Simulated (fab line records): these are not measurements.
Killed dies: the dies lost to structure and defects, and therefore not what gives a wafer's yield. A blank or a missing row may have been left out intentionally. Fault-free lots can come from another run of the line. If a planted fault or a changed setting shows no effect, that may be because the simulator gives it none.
A lot that was struck, set against a sound lot	flow sky130	18 out of 708 route steps
Sound: wafers L514.1, L514.2, L514.4. Wafers L517.1, L517.4, L517.6 were the ones struck. The cause is named last.
Order at every step that has rows: each side's tool, ch and its chambers, its first start. Under that, the readings that differ: sound wafers	struck wafers	difference of the means	sigmas: that difference in standard deviations of wafers without a fault.
alike: readings with means less than 2 such deviations apart, plus words and numbers identical on both sides. not compared: withheld readings, readings lacking a value on some wafer, bounds such as >300 that could conceal the same value, and numbers that have no deviation in the record and whose values overlap.
A row with sigmas, a row that says differs or no value, or rows on one side alone: a step with any of these is where the two part. Numbers that don't overlap but have no deviation are shown without sigmas and don't part them. A reading that every wafer of one side lacks parts them only if that side has two wafers or more.

first, 4 steps without rows for these wafers: SKY_VT_ADJUST_LVTN_SOFTBAKE_14 (time 60 s); SKY_VT_ADJUST_LVTN_EXPOSE_15 (exposes mask HVN STD DERIVED, target cd 600 nm); SKY_VT_ADJUST_LVTN_PEB_16; SKY_VT_ADJUST_LVTN_DEVELOP_17 (develop time 60 s).
SKY_VT_ADJUST_LVTN_OVL_MEAS_18:
  sound: overlay-01 at day 12 01:59; struck: overlay-02 at day 13 02:59
  alike: VT_ADJUST_LVTN_01_OVL
then, 1 step without rows for these wafers: SKY_VT_ADJUST_LVTN_IMPLANT_19.
SKY_VT_ADJUST_LVTN_STRIP_20: strips in O2/N2.
  sound on plasma asher-04 ch 0,1, day 12 02:10; struck on plasma asher-04 ch 0,1, day 13 03:10
  alike: drypump motor current A, oes product au, strip time to endpoint s
  not compared: rf hours counter h
SKY_VT_ADJUST_LVTN_TW_MEAS_21:
  sound: film metro-04 at day 12 02:16; struck: film metro-02 at day 13 03:16
  alike: VT_ADJUST_LVTN_2_TW
then, 4 steps without rows for these wafers: SKY_VT_ADJUST_NCORE_DEHYDRATE_00 (time 60 s); SKY_VT_ADJUST_NCORE_HMDS_01 (prime time 60 s); SKY_VT_ADJUST_NCORE_COAT_02 (resist thk 1140 nm); SKY_VT_ADJUST_NCORE_SOFTBAKE_03 (time 60 s).
SKY_VT_ADJUST_NCORE_EXPOSE_04: exposes mask LVTN COMPLEMENT THIN, target cd 380 nm.
  sound on iline stepper-01 ch 0, day 12 14:50; struck on iline stepper-02 ch 0, day 13 16:17
reading	sound	struck	difference	sigmas
exposure dose mJ cm2	138.93 139.00 138.94	145.38 145.42 145.36	+6.43	+49
  alike: mask
then, 2 steps without rows for these wafers: SKY_VT_ADJUST_NCORE_PEB_05; SKY_VT_ADJUST_NCORE_DEVELOP_06 (develop time 60 s).
SKY_VT_ADJUST_NCORE_CD_MEAS_07 targets a cd of 380 nm.
  sound: cd sem-01 at day 13 04:08; struck: cd sem-01 at day 14 05:47
reading	sound	struck	difference	sigmas
cd nm (nm)	381.3 382.2 380.1	394.7 392.7 391.0	+11.6	+5
SKY_VT_ADJUST_NCORE_OVL_MEAS_08:
  sound: overlay-01 at day 13 04:15; struck: overlay-01 at day 14 05:54
  alike: VT_ADJUST_NCORE_OVL
-- the record jumps here: 36 days lie between the struck wafers' starts before and after (it left off in module VT_ADJUST_NCORE and takes up again in module PAD_OPEN, whose first step shown is number 708 of the route) --
SKY_PAD_OPEN_PROBE_99:
  sound: prober-02 at day 49 16:36; struck: prober-01 at day 50 04:06
  alike: killed_at_M0_to_M3, killed_at_M4_up, killed at contacts, killed at front end, killed at other, killed dies, killed open, killed short

## WHERE THEY PART
Last at SKY_VT_ADJUST_NCORE_CD_MEAS_07 as far as this record goes, first at SKY_VT_ADJUST_NCORE_EXPOSE_04. Later steps at which nothing parts them and some readings are alike: SKY_VT_ADJUST_NCORE_OVL_MEAS_08, SKY_PAD_OPEN_PROBE_99.

WHY: whatever the simulator had introduced
Process parameters drifting: iline stepper-02 at SKY_VT_ADJUST_NCORE_EXPOSE_04, beginning at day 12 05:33. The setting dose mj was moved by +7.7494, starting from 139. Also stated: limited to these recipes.
